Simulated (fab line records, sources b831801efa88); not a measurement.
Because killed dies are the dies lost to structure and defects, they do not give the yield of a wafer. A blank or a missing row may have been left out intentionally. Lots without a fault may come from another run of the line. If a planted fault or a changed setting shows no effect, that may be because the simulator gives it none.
fab line records || flow gf180mcu
record {"lots": 6, "wafers": 18, "lastDay": 34}
route steps=602 shown V5@566 TOP_METAL@567
lots with no fault: from the same line, run without faults
startH: the number of hours between the record's first day and the start of the first shown wafer of the lot || waitH: time in hours since the lot's previous step || " the same as in the row above || L1.1+2: a single row standing in for several wafers || - no value, or no start given || * or withheld: withheld || < > ~ a bound
route shown NAME@n: a module of which the file shows steps, and the number in the route of the first || usual: the fault-free wafers' mean and standard deviation || same: alike in all rows || chamber/n: place in a boat || sites: per-site readings || _std_site: how widely they spread, as a standard deviation || _edge_site: mean of outer sites minus mean of inner sites || radiusMm: how far each site lies from the wafer's centre || mask NAME#n: copy n || behind: the last tool/chamber to shape the wafer || hold: reason for holding the lot/hours on hold/outcome of the hold || device: the n, p or np transistor that did not switch || end of line: the same wafers' tests at the end of the route || where a step has no rows: the recipe by itself || killed: not the wafer's yield, but the dies lost to structure and defects at the first sort || map: per-die view of a wafer (x killed, . not killed, _ where there is no die)
set.NAME: the setting as run; set.NAME@STEP: as run at that earlier step || model.NAME: the simulator's own value behind a step, which no gauge read
certain route steps with their lots: each step a table, each wafer a row
services: a tool's chamber out of use, with start hour (startH, from the record's first day; less than 0 if before it), hours out, and reason
## steps
# step GF_V5_CMP_26
# recipe {"stopOn": "SiO2", "downForcePsi": 3.5, "platenRpm": 60, "tOverpolishS": 15, "targetThkNm": 0, "padVelocityMS": 0.94248}
# step GF_TOP_METAL_SPUTTER_00
# recipe {"material": "Ti", "targetThkNm": 37.5, "arrivingIonEnergyEv": 80, "substrateTempC": 200, "chamberPressurePa": 2, "powerW": 4000, "timeS": 150}
# usual {"throttleValvePct": "30.4/1.1"}
# same {"timeS": 150}
{"lot.wafer": "L116.1", "tool": "pvdSputter-04", "chamber": "-", "startH": 651.71, "waitH": 0.1, "throttleValvePct": 29.2}
{"lot.wafer": "L116.3", "tool": "pvdSputter-04", "chamber": "-", "startH": 651.71, "waitH": 0.1, "throttleValvePct": 29.8}
{"lot.wafer": "L116.6", "tool": "pvdSputter-04", "chamber": "-", "startH": 651.71, "waitH": 0.1, "throttleValvePct": 29.6}
{"lot.wafer": "L122.3", "tool": "pvdSputter-02", "chamber": "-", "startH": 708.28, "waitH": 0.2, "throttleValvePct": 30.2}
{"lot.wafer": "L122.4", "tool": "pvdSputter-02", "chamber": "-", "startH": 708.28, "waitH": 0.2, "throttleValvePct": 30.8}
{"lot.wafer": "L122.5", "tool": "pvdSputter-02", "chamber": "-", "startH": 708.28, "waitH": 0.2, "throttleValvePct": 31.6}
{"lot.wafer": "L130.1", "tool": "pvdSputter-03", "chamber": "-", "startH": 752.63, "waitH": 0.2, "throttleValvePct": 29.8}
{"lot.wafer": "L130.5", "tool": "pvdSputter-03", "chamber": "-", "startH": 752.63, "waitH": 0.2, "throttleValvePct": 29.7}
{"lot.wafer": "L130.6", "tool": "pvdSputter-03", "chamber": "-", "startH": 752.63, "waitH": 0.2, "throttleValvePct": 31.9}
{"lot.wafer": "L132.1", "tool": "pvdSputter-02", "chamber": "-", "startH": 768.07, "waitH": 0.1, "throttleValvePct": 31.0}
{"lot.wafer": "L132.4", "tool": "pvdSputter-02", "chamber": "-", "startH": 768.07, "waitH": 0.1, "throttleValvePct": 31.5}
{"lot.wafer": "L132.6", "tool": "pvdSputter-02", "chamber": "-", "startH": 768.07, "waitH": 0.1, "throttleValvePct": 30.8}
{"lot.wafer": "L131.3", "tool": "pvdSputter-04", "chamber": "-", "startH": 768.81, "waitH": 0.1, "throttleValvePct": 28.9}
{"lot.wafer": "L131.5", "tool": "pvdSputter-04", "chamber": "-", "startH": 768.81, "waitH": 0.1, "throttleValvePct": 32.6}
{"lot.wafer": "L131.6", "tool": "pvdSputter-04", "chamber": "-", "startH": 768.81, "waitH": 0.1, "throttleValvePct": 29.1}
{"lot.wafer": "L133.2", "tool": "pvdSputter-02", "chamber": "-", "startH": 769.77, "waitH": 0.1, "throttleValvePct": 31.3}
{"lot.wafer": "L133.4", "tool": "pvdSputter-02", "chamber": "-", "startH": 769.77, "waitH": 0.1, "throttleValvePct": 29.9}
{"lot.wafer": "L133.5", "tool": "pvdSputter-02", "chamber": "-", "startH": 769.77, "waitH": 0.1, "throttleValvePct": 30.8}
# step GF_TOP_METAL_SPUTTER_01
# recipe {"material": "TiN", "targetThkNm": 30, "powerW": 6500, "timeS": 25, "chamberPressurePa": 0.4}
# usual {"throttleValvePct": "30.4/1.1"}
# same {"timeS": 25}
{"lot.wafer": "L116.1", "tool": "pvdSputter-04", "chamber": "-", "startH": 651.81, "waitH": 0.1, "throttleValvePct": 29.1}
{"lot.wafer": "L116.3", "tool": "pvdSputter-04", "chamber": "-", "startH": 651.81, "waitH": 0.1, "throttleValvePct": 29.9}
{"lot.wafer": "L116.6", "tool": "pvdSputter-04", "chamber": "-", "startH": 651.81, "waitH": 0.1, "throttleValvePct": 29.2}
{"lot.wafer": "L122.3", "tool": "pvdSputter-02", "chamber": "-", "startH": 708.38, "waitH": 0.1, "throttleValvePct": 30.1}
{"lot.wafer": "L122.4", "tool": "pvdSputter-02", "chamber": "-", "startH": 708.38, "waitH": 0.1, "throttleValvePct": 30.7}
{"lot.wafer": "L122.5", "tool": "pvdSputter-02", "chamber": "-", "startH": 708.38, "waitH": 0.1, "throttleValvePct": 31.5}
{"lot.wafer": "L130.1", "tool": "pvdSputter-03", "chamber": "-", "startH": 752.73, "waitH": 0.1, "throttleValvePct": 30.0}
{"lot.wafer": "L130.5", "tool": "pvdSputter-03", "chamber": "-", "startH": 752.73, "waitH": 0.1, "throttleValvePct": 29.9}
{"lot.wafer": "L130.6", "tool": "pvdSputter-03", "chamber": "-", "startH": 752.73, "waitH": 0.1, "throttleValvePct": 31.5}
{"lot.wafer": "L132.1", "tool": "pvdSputter-02", "chamber": "-", "startH": 768.17, "waitH": 0.1, "throttleValvePct": 30.7}
{"lot.wafer": "L132.4", "tool": "pvdSputter-02", "chamber": "-", "startH": 768.17, "waitH": 0.1, "throttleValvePct": 31.4}
{"lot.wafer": "L132.6", "tool": "pvdSputter-02", "chamber": "-", "startH": 768.17, "waitH": 0.1, "throttleValvePct": 30.8}
{"lot.wafer": "L131.3", "tool": "pvdSputter-04", "chamber": "-", "startH": 768.91, "waitH": 0.1, "throttleValvePct": 29.2}
{"lot.wafer": "L131.5", "tool": "pvdSputter-04", "chamber": "-", "startH": 768.91, "waitH": 0.1, "throttleValvePct": 32.5}
{"lot.wafer": "L131.6", "tool": "pvdSputter-04", "chamber": "-", "startH": 768.91, "waitH": 0.1, "throttleValvePct": 29.0}
{"lot.wafer": "L133.2", "tool": "pvdSputter-02", "chamber": "-", "startH": 769.87, "waitH": 0.1, "throttleValvePct": 31.4}
{"lot.wafer": "L133.4", "tool": "pvdSputter-02", "chamber": "-", "startH": 769.87, "waitH": 0.1, "throttleValvePct": 30.2}
{"lot.wafer": "L133.5", "tool": "pvdSputter-02", "chamber": "-", "startH": 769.87, "waitH": 0.1, "throttleValvePct": 30.4}
# step GF_TOP_METAL_SPUTTER_02
# recipe {"material": "AlCu", "targetThkNm": 900, "powerW": 10600, "chamberPressurePa": 0.3, "substrateTempC": 250, "gas": "Ar", "timeS": 47.82}
# usual {"throttleValvePct": "30.4/1.1"}
# same {"timeS": 47.82}
{"lot.wafer": "L116.1", "tool": "pvdSputter-04", "chamber": "-", "startH": 651.84, "waitH": 0.0, "throttleValvePct": 28.8}
{"lot.wafer": "L116.3", "tool": "pvdSputter-04", "chamber": "-", "startH": 651.84, "waitH": 0.0, "throttleValvePct": 30.0}
{"lot.wafer": "L116.6", "tool": "pvdSputter-04", "chamber": "-", "startH": 651.84, "waitH": 0.0, "throttleValvePct": 29.4}
{"lot.wafer": "L122.3", "tool": "pvdSputter-02", "chamber": "-", "startH": 708.41, "waitH": 0.0, "throttleValvePct": 30.1}
{"lot.wafer": "L122.4", "tool": "pvdSputter-02", "chamber": "-", "startH": 708.41, "waitH": 0.0, "throttleValvePct": 30.7}
{"lot.wafer": "L122.5", "tool": "pvdSputter-02", "chamber": "-", "startH": 708.41, "waitH": 0.0, "throttleValvePct": 31.6}
{"lot.wafer": "L130.1", "tool": "pvdSputter-03", "chamber": "-", "startH": 752.76, "waitH": 0.0, "throttleValvePct": 29.7}
{"lot.wafer": "L130.5", "tool": "pvdSputter-03", "chamber": "-", "startH": 752.76, "waitH": 0.0, "throttleValvePct": 29.8}
{"lot.wafer": "L130.6", "tool": "pvdSputter-03", "chamber": "-", "startH": 752.76, "waitH": 0.0, "throttleValvePct": 32.1}
{"lot.wafer": "L132.1", "tool": "pvdSputter-02", "chamber": "-", "startH": 768.20, "waitH": 0.0, "throttleValvePct": 30.9}
{"lot.wafer": "L132.4", "tool": "pvdSputter-02", "chamber": "-", "startH": 768.20, "waitH": 0.0, "throttleValvePct": 31.2}
{"lot.wafer": "L132.6", "tool": "pvdSputter-02", "chamber": "-", "startH": 768.20, "waitH": 0.0, "throttleValvePct": 30.6}
{"lot.wafer": "L131.3", "tool": "pvdSputter-04", "chamber": "-", "startH": 768.94, "waitH": 0.0, "throttleValvePct": 29.3}
{"lot.wafer": "L131.5", "tool": "pvdSputter-04", "chamber": "-", "startH": 768.94, "waitH": 0.0, "throttleValvePct": 32.4}
{"lot.wafer": "L131.6", "tool": "pvdSputter-04", "chamber": "-", "startH": 768.94, "waitH": 0.0, "throttleValvePct": 29.1}
{"lot.wafer": "L133.2", "tool": "pvdSputter-02", "chamber": "-", "startH": 769.90, "waitH": 0.0, "throttleValvePct": 31.2}
{"lot.wafer": "L133.4", "tool": "pvdSputter-02", "chamber": "-", "startH": 769.90, "waitH": 0.0, "throttleValvePct": 30.3}
{"lot.wafer": "L133.5", "tool": "pvdSputter-02", "chamber": "-", "startH": 769.90, "waitH": 0.0, "throttleValvePct": 30.7}
# step GF_TOP_METAL_SPUTTER_03
# recipe {"material": "Ti", "targetThkNm": 5, "substrateTempC": 300, "chamberPressurePa": 0.3, "powerW": 3000, "timeS": 3.3}
# usual {"throttleValvePct": "30.4/1.1"}
# same {"timeS": 3.3}
{"lot.wafer": "L116.1", "tool": "pvdSputter-04", "chamber": "-", "startH": 651.89, "waitH": 0.0, "throttleValvePct": 29.0}
{"lot.wafer": "L116.3", "tool": "pvdSputter-04", "chamber": "-", "startH": 651.89, "waitH": 0.0, "throttleValvePct": 29.8}
{"lot.wafer": "L116.6", "tool": "pvdSputter-04", "chamber": "-", "startH": 651.89, "waitH": 0.0, "throttleValvePct": 29.3}
{"lot.wafer": "L122.3", "tool": "pvdSputter-02", "chamber": "-", "startH": 708.45, "waitH": 0.0, "throttleValvePct": 30.2}
{"lot.wafer": "L122.4", "tool": "pvdSputter-02", "chamber": "-", "startH": 708.45, "waitH": 0.0, "throttleValvePct": 30.9}
{"lot.wafer": "L122.5", "tool": "pvdSputter-02", "chamber": "-", "startH": 708.45, "waitH": 0.0, "throttleValvePct": 31.4}
{"lot.wafer": "L130.1", "tool": "pvdSputter-03", "chamber": "-", "startH": 752.80, "waitH": 0.0, "throttleValvePct": 29.6}
{"lot.wafer": "L130.5", "tool": "pvdSputter-03", "chamber": "-", "startH": 752.80, "waitH": 0.0, "throttleValvePct": 29.9}
{"lot.wafer": "L130.6", "tool": "pvdSputter-03", "chamber": "-", "startH": 752.80, "waitH": 0.0, "throttleValvePct": 31.8}
{"lot.wafer": "L132.1", "tool": "pvdSputter-02", "chamber": "-", "startH": 768.25, "waitH": 0.0, "throttleValvePct": 30.6}
{"lot.wafer": "L132.4", "tool": "pvdSputter-02", "chamber": "-", "startH": 768.25, "waitH": 0.0, "throttleValvePct": 31.3}
{"lot.wafer": "L132.6", "tool": "pvdSputter-02", "chamber": "-", "startH": 768.25, "waitH": 0.0, "throttleValvePct": 30.8}
{"lot.wafer": "L131.3", "tool": "pvdSputter-04", "chamber": "-", "startH": 768.98, "waitH": 0.0, "throttleValvePct": 29.3}
{"lot.wafer": "L131.5", "tool": "pvdSputter-04", "chamber": "-", "startH": 768.98, "waitH": 0.0, "throttleValvePct": 32.4}
{"lot.wafer": "L131.6", "tool": "pvdSputter-04", "chamber": "-", "startH": 768.98, "waitH": 0.0, "throttleValvePct": 29.3}
{"lot.wafer": "L133.2", "tool": "pvdSputter-02", "chamber": "-", "startH": 769.94, "waitH": 0.0, "throttleValvePct": 31.3}
{"lot.wafer": "L133.4", "tool": "pvdSputter-02", "chamber": "-", "startH": 769.94, "waitH": 0.0, "throttleValvePct": 30.1}
{"lot.wafer": "L133.5", "tool": "pvdSputter-02", "chamber": "-", "startH": 769.94, "waitH": 0.0, "throttleValvePct": 30.8}
# step GF_TOP_METAL_SPUTTER_04
# recipe {"material": "TiN", "targetThkNm": 25, "powerW": 6500, "timeS": 20.8, "chamberPressurePa": 0.4}
# usual {"throttleValvePct": "30.4/1.1"}
# same {"timeS": 20.8}
{"lot.wafer": "L116.1", "tool": "pvdSputter-04", "chamber": "-", "startH": 651.91, "waitH": 0.0, "throttleValvePct": 29.2}
{"lot.wafer": "L116.3", "tool": "pvdSputter-04", "chamber": "-", "startH": 651.91, "waitH": 0.0, "throttleValvePct": 30.0}
{"lot.wafer": "L116.6", "tool": "pvdSputter-04", "chamber": "-", "startH": 651.91, "waitH": 0.0, "throttleValvePct": 29.8}
{"lot.wafer": "L122.3", "tool": "pvdSputter-02", "chamber": "-", "startH": 708.47, "waitH": 0.0, "throttleValvePct": 30.1}
{"lot.wafer": "L122.4", "tool": "pvdSputter-02", "chamber": "-", "startH": 708.47, "waitH": 0.0, "throttleValvePct": 31.0}
{"lot.wafer": "L122.5", "tool": "pvdSputter-02", "chamber": "-", "startH": 708.47, "waitH": 0.0, "throttleValvePct": 31.7}
{"lot.wafer": "L130.1", "tool": "pvdSputter-03", "chamber": "-", "startH": 752.82, "waitH": 0.0, "throttleValvePct": 29.7}
{"lot.wafer": "L130.5", "tool": "pvdSputter-03", "chamber": "-", "startH": 752.82, "waitH": 0.0, "throttleValvePct": 30.0}
{"lot.wafer": "L130.6", "tool": "pvdSputter-03", "chamber": "-", "startH": 752.82, "waitH": 0.0, "throttleValvePct": 31.8}
{"lot.wafer": "L132.1", "tool": "pvdSputter-02", "chamber": "-", "startH": 768.27, "waitH": 0.0, "throttleValvePct": 30.7}
{"lot.wafer": "L132.4", "tool": "pvdSputter-02", "chamber": "-", "startH": 768.27, "waitH": 0.0, "throttleValvePct": 31.4}
{"lot.wafer": "L132.6", "tool": "pvdSputter-02", "chamber": "-", "startH": 768.27, "waitH": 0.0, "throttleValvePct": 30.7}
{"lot.wafer": "L131.3", "tool": "pvdSputter-04", "chamber": "-", "startH": 769.00, "waitH": 0.0, "throttleValvePct": 29.2}
{"lot.wafer": "L131.5", "tool": "pvdSputter-04", "chamber": "-", "startH": 769.00, "waitH": 0.0, "throttleValvePct": 32.8}
{"lot.wafer": "L131.6", "tool": "pvdSputter-04", "chamber": "-", "startH": 769.00, "waitH": 0.0, "throttleValvePct": 29.3}
{"lot.wafer": "L133.2", "tool": "pvdSputter-02", "chamber": "-", "startH": 769.96, "waitH": 0.0, "throttleValvePct": 31.3}
{"lot.wafer": "L133.4", "tool": "pvdSputter-02", "chamber": "-", "startH": 769.96, "waitH": 0.0, "throttleValvePct": 30.0}
{"lot.wafer": "L133.5", "tool": "pvdSputter-02", "chamber": "-", "startH": 769.96, "waitH": 0.0, "throttleValvePct": 30.6}
# step GF_TOP_METAL_RS_MEAS_05
# recipe {"thkMeasGauge": "four-point-probe", "reads": "TiN_of_TOP_METAL_SPUTTER_04+Ti_of_TOP_METAL_SPUTTER_03+AlCu_of_TOP_METAL_SPUTTER_02+TiN_of_TOP_METAL_SPUTTER_01+Ti_of_TOP_METAL_SPUTTER_00"}
# usual {"TOP_METAL_ALCU_RS": "0.0328/0.00036"}
{"lot.wafer": "L116.1", "tool": "filmMetro-02", "chamber": "-", "startH": 651.93, "waitH": 0.0, "TOP_METAL_ALCU_RS[ohm/sq]": 0.0328}
{"lot.wafer": "L116.3", "tool": "filmMetro-02", "chamber": "-", "startH": 651.93, "waitH": 0.0, "TOP_METAL_ALCU_RS[ohm/sq]": 0.0332}
{"lot.wafer": "L116.6", "tool": "filmMetro-02", "chamber": "-", "startH": 651.93, "waitH": 0.0, "TOP_METAL_ALCU_RS[ohm/sq]": 0.0332}
{"lot.wafer": "L122.3", "tool": "filmMetro-04", "chamber": "-", "startH": 708.54, "waitH": 0.1, "TOP_METAL_ALCU_RS[ohm/sq]": 0.0330}
{"lot.wafer": "L122.4", "tool": "filmMetro-04", "chamber": "-", "startH": 708.54, "waitH": 0.1, "TOP_METAL_ALCU_RS[ohm/sq]": 0.0333}
{"lot.wafer": "L122.5", "tool": "filmMetro-04", "chamber": "-", "startH": 708.54, "waitH": 0.1, "TOP_METAL_ALCU_RS[ohm/sq]": 0.0327}
{"lot.wafer": "L130.1", "tool": "filmMetro-01", "chamber": "-", "startH": 752.85, "waitH": 0.0, "TOP_METAL_ALCU_RS[ohm/sq]": 0.0327}
{"lot.wafer": "L130.5", "tool": "filmMetro-01", "chamber": "-", "startH": 752.85, "waitH": 0.0, "TOP_METAL_ALCU_RS[ohm/sq]": 0.0325}
{"lot.wafer": "L130.6", "tool": "filmMetro-01", "chamber": "-", "startH": 752.85, "waitH": 0.0, "TOP_METAL_ALCU_RS[ohm/sq]": 0.0327}
{"lot.wafer": "L132.1", "tool": "filmMetro-04", "chamber": "-", "startH": 768.29, "waitH": 0.0, "TOP_METAL_ALCU_RS[ohm/sq]": 0.0330}
{"lot.wafer": "L132.4", "tool": "filmMetro-04", "chamber": "-", "startH": 768.29, "waitH": 0.0, "TOP_METAL_ALCU_RS[ohm/sq]": 0.0326}
{"lot.wafer": "L132.6", "tool": "filmMetro-04", "chamber": "-", "startH": 768.29, "waitH": 0.0, "TOP_METAL_ALCU_RS[ohm/sq]": 0.0330}
{"lot.wafer": "L131.3", "tool": "filmMetro-01", "chamber": "-", "startH": 769.07, "waitH": 0.1, "TOP_METAL_ALCU_RS[ohm/sq]": 0.0329}
{"lot.wafer": "L131.5", "tool": "filmMetro-01", "chamber": "-", "startH": 769.07, "waitH": 0.1, "TOP_METAL_ALCU_RS[ohm/sq]": 0.0330}
{"lot.wafer": "L131.6", "tool": "filmMetro-01", "chamber": "-", "startH": 769.07, "waitH": 0.1, "TOP_METAL_ALCU_RS[ohm/sq]": 0.0328}
{"lot.wafer": "L133.2", "tool": "filmMetro-02", "chamber": "-", "startH": 770.01, "waitH": 0.0, "TOP_METAL_ALCU_RS[ohm/sq]": 0.0331}
{"lot.wafer": "L133.4", "tool": "filmMetro-02", "chamber": "-", "startH": 770.01, "waitH": 0.0, "TOP_METAL_ALCU_RS[ohm/sq]": 0.0336}
{"lot.wafer": "L133.5", "tool": "filmMetro-02", "chamber": "-", "startH": 770.01, "waitH": 0.0, "TOP_METAL_ALCU_RS[ohm/sq]": 0.0334}
# step GF_TOP_METAL_THK_MEAS_06
# recipe {"thkMeasGauge": "xrf", "reads": "AlCu_of_TOP_METAL_SPUTTER_02"}
# usual {"TOP_METAL_ALCU_THK": "906/9.5"}
{"lot.wafer": "L116.1", "tool": "filmMetro-02", "chamber": "-", "startH": 652.05, "waitH": 0.1, "TOP_METAL_ALCU_THK[nm]": 906}
{"lot.wafer": "L116.3", "tool": "filmMetro-02", "chamber": "-", "startH": 652.05, "waitH": 0.1, "TOP_METAL_ALCU_THK[nm]": 895}
{"lot.wafer": "L116.6", "tool": "filmMetro-02", "chamber": "-", "startH": 652.05, "waitH": 0.1, "TOP_METAL_ALCU_THK[nm]": 893}
{"lot.wafer": "L122.3", "tool": "filmMetro-04", "chamber": "-", "startH": 708.64, "waitH": 0.1, "TOP_METAL_ALCU_THK[nm]": 901}
{"lot.wafer": "L122.4", "tool": "filmMetro-04", "chamber": "-", "startH": 708.64, "waitH": 0.1, "TOP_METAL_ALCU_THK[nm]": 893}
{"lot.wafer": "L122.5", "tool": "filmMetro-04", "chamber": "-", "startH": 708.64, "waitH": 0.1, "TOP_METAL_ALCU_THK[nm]": 913}
{"lot.wafer": "L130.1", "tool": "filmMetro-01", "chamber": "-", "startH": 752.97, "waitH": 0.1, "TOP_METAL_ALCU_THK[nm]": 904}
{"lot.wafer": "L130.5", "tool": "filmMetro-01", "chamber": "-", "startH": 752.97, "waitH": 0.1, "TOP_METAL_ALCU_THK[nm]": 918}
{"lot.wafer": "L130.6", "tool": "filmMetro-01", "chamber": "-", "startH": 752.97, "waitH": 0.1, "TOP_METAL_ALCU_THK[nm]": 906}
{"lot.wafer": "L132.1", "tool": "filmMetro-04", "chamber": "-", "startH": 768.41, "waitH": 0.1, "TOP_METAL_ALCU_THK[nm]": 900}
{"lot.wafer": "L132.4", "tool": "filmMetro-04", "chamber": "-", "startH": 768.41, "waitH": 0.1, "TOP_METAL_ALCU_THK[nm]": 911}
{"lot.wafer": "L132.6", "tool": "filmMetro-04", "chamber": "-", "startH": 768.41, "waitH": 0.1, "TOP_METAL_ALCU_THK[nm]": 905}
{"lot.wafer": "L131.3", "tool": "filmMetro-01", "chamber": "-", "startH": 769.17, "waitH": 0.1, "TOP_METAL_ALCU_THK[nm]": 901}
{"lot.wafer": "L131.5", "tool": "filmMetro-01", "chamber": "-", "startH": 769.17, "waitH": 0.1, "TOP_METAL_ALCU_THK[nm]": 899}
{"lot.wafer": "L131.6", "tool": "filmMetro-01", "chamber": "-", "startH": 769.17, "waitH": 0.1, "TOP_METAL_ALCU_THK[nm]": 905}
{"lot.wafer": "L133.2", "tool": "filmMetro-02", "chamber": "-", "startH": 770.12, "waitH": 0.1, "TOP_METAL_ALCU_THK[nm]": 898}
{"lot.wafer": "L133.4", "tool": "filmMetro-02", "chamber": "-", "startH": 770.12, "waitH": 0.1, "TOP_METAL_ALCU_THK[nm]": 892}
{"lot.wafer": "L133.5", "tool": "filmMetro-02", "chamber": "-", "startH": 770.12, "waitH": 0.1, "TOP_METAL_ALCU_THK[nm]": 891}
# step GF_TOP_METAL_DEHYDRATE_07
# recipe {"tempC": 200, "timeS": 60}
# step GF_TOP_METAL_HMDS_08
# recipe {"primeTimeS": 60, "primeTempC": 120}
# step GF_TOP_METAL_COAT_09
# recipe {"resist": "NOVOLAK", "spinRpm": 3000, "resistThkNm": 1500}
# step GF_TOP_METAL_SOFTBAKE_10
# recipe {"tempC": 90, "timeS": 60, "resist": "NOVOLAK"}
# step GF_TOP_METAL_EXPOSE_11
# recipe {"maskId": "MetalTop", "targetCdNm": 440, "na": 0.6, "sourceShape": "conventional", "sigmaOuter": 0.6, "doseMj": 170}
# usual {"exposureDoseMJCm2": "169.83/0.17", "focusOffsetNm": "0.1/0.54", "na": "0.6/0", "sigmaOuter": "0.6/0"}
{"lot.wafer": "L116.1", "tool": "ilineStepper-02", "chamber": 0, "startH": 663.00, "waitH": "-", "mask": "MetalTop#0", "exposureDoseMJCm2": 169.80, "focusOffsetNm": -0.2, "na": 0.6, "sigmaOuter": 0.6}
{"lot.wafer": "L116.3", "tool": "ilineStepper-02", "chamber": 0, "startH": 663.00, "waitH": "-", "mask": "MetalTop#0", "exposureDoseMJCm2": 169.86, "focusOffsetNm": -0.1, "na": 0.6, "sigmaOuter": 0.6}
{"lot.wafer": "L116.6", "tool": "ilineStepper-02", "chamber": 0, "startH": 663.00, "waitH": "-", "mask": "MetalTop#0", "exposureDoseMJCm2": 169.73, "focusOffsetNm": 0.7, "na": 0.6, "sigmaOuter": 0.6}
{"lot.wafer": "L122.3", "tool": "ilineStepper-02", "chamber": 0, "startH": 715.58, "waitH": "-", "mask": "MetalTop#0", "exposureDoseMJCm2": 169.64, "focusOffsetNm": 0.4, "na": 0.6, "sigmaOuter": 0.6}
{"lot.wafer": "L122.4", "tool": "ilineStepper-02", "chamber": 0, "startH": 715.58, "waitH": "-", "mask": "MetalTop#0", "exposureDoseMJCm2": 169.59, "focusOffsetNm": -0.6, "na": 0.6, "sigmaOuter": 0.6}
{"lot.wafer": "L122.5", "tool": "ilineStepper-02", "chamber": 0, "startH": 715.58, "waitH": "-", "mask": "MetalTop#0", "exposureDoseMJCm2": 169.91, "focusOffsetNm": 0.5, "na": 0.6, "sigmaOuter": 0.6}
{"lot.wafer": "L130.1", "tool": "ilineStepper-02", "chamber": "-", "startH": 761.29, "waitH": "-", "mask": "MetalTop#0", "exposureDoseMJCm2": "-", "focusOffsetNm": "-", "na": "-", "sigmaOuter": "-"}
{"lot.wafer": "L130.5", "tool": "ilineStepper-02", "chamber": "-", "startH": 761.29, "waitH": "-", "mask": "MetalTop#0", "exposureDoseMJCm2": "-", "focusOffsetNm": "-", "na": "-", "sigmaOuter": "-"}
{"lot.wafer": "L130.6", "tool": "ilineStepper-02", "chamber": "-", "startH": 761.29, "waitH": "-", "mask": "MetalTop#0", "exposureDoseMJCm2": "-", "focusOffsetNm": "-", "na": "-", "sigmaOuter": "-"}
{"lot.wafer": "L132.1", "tool": "ilineStepper-02", "chamber": 0, "startH": 776.13, "waitH": "-", "mask": "MetalTop#0", "exposureDoseMJCm2": 169.98, "focusOffsetNm": -0.3, "na": 0.6, "sigmaOuter": 0.6}
{"lot.wafer": "L132.4", "tool": "ilineStepper-02", "chamber": 0, "startH": 776.13, "waitH": "-", "mask": "MetalTop#0", "exposureDoseMJCm2": 169.82, "focusOffsetNm": -0.2, "na": 0.6, "sigmaOuter": 0.6}
{"lot.wafer": "L132.6", "tool": "ilineStepper-02", "chamber": 0, "startH": 776.13, "waitH": "-", "mask": "MetalTop#0", "exposureDoseMJCm2": 169.96, "focusOffsetNm": -0.3, "na": 0.6, "sigmaOuter": 0.6}
{"lot.wafer": "L131.3", "tool": "ilineStepper-02", "chamber": "-", "startH": 776.98, "waitH": "-", "mask": "MetalTop#0", "exposureDoseMJCm2": "-", "focusOffsetNm": "-", "na": "-", "sigmaOuter": "-"}
{"lot.wafer": "L131.5", "tool": "ilineStepper-02", "chamber": "-", "startH": 776.98, "waitH": "-", "mask": "MetalTop#0", "exposureDoseMJCm2": "-", "focusOffsetNm": "-", "na": "-", "sigmaOuter": "-"}
{"lot.wafer": "L131.6", "tool": "ilineStepper-02", "chamber": "-", "startH": 776.98, "waitH": "-", "mask": "MetalTop#0", "exposureDoseMJCm2": "-", "focusOffsetNm": "-", "na": "-", "sigmaOuter": "-"}
{"lot.wafer": "L133.2", "tool": "ilineStepper-02", "chamber": 0, "startH": 777.87, "waitH": "-", "mask": "MetalTop#0", "exposureDoseMJCm2": 169.57, "focusOffsetNm": -0.5, "na": 0.6, "sigmaOuter": 0.6}
{"lot.wafer": "L133.4", "tool": "ilineStepper-02", "chamber": 0, "startH": 777.87, "waitH": "-", "mask": "MetalTop#0", "exposureDoseMJCm2": 169.80, "focusOffsetNm": 0.1, "na": 0.6, "sigmaOuter": 0.6}
{"lot.wafer": "L133.5", "tool": "ilineStepper-02", "chamber": 0, "startH": 777.87, "waitH": "-", "mask": "MetalTop#0", "exposureDoseMJCm2": 169.48, "focusOffsetNm": -0.2, "na": 0.6, "sigmaOuter": 0.6}
# step GF_TOP_METAL_PEB_12
# recipe {"tempC": "withheld", "timeS": "*", "resist": "NOVOLAK"}
## services
{"tool": "pvdSputter-04", "chamber": "-", "startH": 689.17, "hours": 1.6, "kind": "repair"}
{"tool": "pvdSputter-02", "chamber": "-", "startH": 690.16, "hours": 10.4, "kind": "repair"}
{"tool": "ilineStepper-02", "chamber": "-", "startH": 696.99, "hours": 1.7, "kind": "pm"}
{"tool": "pvdSputter-03", "chamber": "-", "startH": 702.58, "hours": 3.2, "kind": "repair"}
{"tool": "pvdSputter-03", "chamber": "-", "startH": 763.59, "hours": 1.3, "kind": "repair"}
{"tool": "pvdSputter-04", "chamber": "-", "startH": 777.32, "hours": 11.3, "kind": "repair"}
## key
firstSign {"step": "GF_TOP_METAL_EXPOSE_11", "reading": "toolRecord", "direction": "missing"}
effect none on later readings
metAt GF_TOP_METAL_EXPOSE_11
struckWafers L130.1,L130.5,L130.6,L131.3,L131.5,L131.6
laterRowsLeftOut L130.1,L130.5,L130.6,L131.3,L131.5,L131.6
sortLeftOut L130.1,L130.5,L130.6,L131.3,L131.5,L131.6
onsetBetween 715.58 761.29
fault {"kind": "skippedStepWhole", "tool": "ilineStepper-02", "chamber": "-", "onsetH": 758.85, "steps": "GF_TOP_METAL_EXPOSE_11", "scope": "struckLotsOnly"}
# sortLeftOut: the simulated sort isn't trusted on such a fault, so these wafers' sort isn't shown, and their yield isn't known
# laterRowsLeftOut: the simulator's readings of these wafers behind a module that went badly wrong aren't trusted and aren't shown, but for the sort
